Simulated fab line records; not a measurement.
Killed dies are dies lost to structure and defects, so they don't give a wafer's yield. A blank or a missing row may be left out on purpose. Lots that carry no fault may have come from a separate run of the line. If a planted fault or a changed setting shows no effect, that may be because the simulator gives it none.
What tool caused it? ; flow gf180mcu ; 6 lots with 18 wafers sampled at 2 steps, on a route of 602 steps

WHAT THE GAUGES READ, wafer by wafer
GF_V3_THK_MEAS_01.
lot;measured;on;V3_CVD_00_THK (nm)
L975;day 21 13:15;filmMetro-02;599 597 597
L978;day 23 02:14;filmMetro-03;594 603 593
L982;day 24 10:30;filmMetro-02;602 592 596
L985;day 25 16:20;filmMetro-02;593 593 602
L994;day 28 05:19;filmMetro-02;905 596 901 905 596 901
L997;day 28 19:53;filmMetro-03;587 599 598

WHAT TOOL EACH LOT RAN ON (gives the tool, then ch and the chambers of the sampled wafers, and finally the start)
lot;GF_V3_CVD_00
L975;hdpcvd-01 ch 0,2, day 21 13:10
L978;hdpcvd-01 ch 0,1, day 23 02:10
L982;hdpcvd-02 ch 0,1,2, day 24 10:25
L985;hdpcvd-01 ch 1,2, day 25 16:16
L994;hdpcvd-02 ch 0,1, day 28 05:14
L997;hdpcvd-01 ch 0,1, day 28 19:48
- GF_V3_CVD_00: deposits SiO2, target thk 600 nm, time 100 s.

THE ANSWER, worked out from the rows above alone
Rule: usual is defined by the lots themselves. The widest of any qualifying gaps counts: lots, ordered by their means at a reading, are off when they make up no more than a third of the lots, leave a main group of 4 or more, and stand apart from it by 3 or more times the standard deviation of that group's means. The tables above print the reading to a certain number of digits; a main group whose means all agree to those digits is not used. Also off: a lot with no number at a reading for which 4 or more lots have one. Where the step has rows for the other lots, those lots are counted as sound.
Off: L994, at GF_V3_THK_MEAS_01 (V3_CVD_00_THK). For the main group the mean is 596 nm and the standard deviation 0.99.
A tool fits if, at a process step before that reading, it ran every lot that is off, and no sound lot after the first of them. Those tools and the gauges at GF_V3_THK_MEAS_01 are tried in the same way. This does not decide it: 2 tools fit, namely hdpcvd-02 at GF_V3_CVD_00 and filmMetro-02 at GF_V3_THK_MEAS_01.

WHAT HAD BEEN PUT IN BY THE SIMULATOR
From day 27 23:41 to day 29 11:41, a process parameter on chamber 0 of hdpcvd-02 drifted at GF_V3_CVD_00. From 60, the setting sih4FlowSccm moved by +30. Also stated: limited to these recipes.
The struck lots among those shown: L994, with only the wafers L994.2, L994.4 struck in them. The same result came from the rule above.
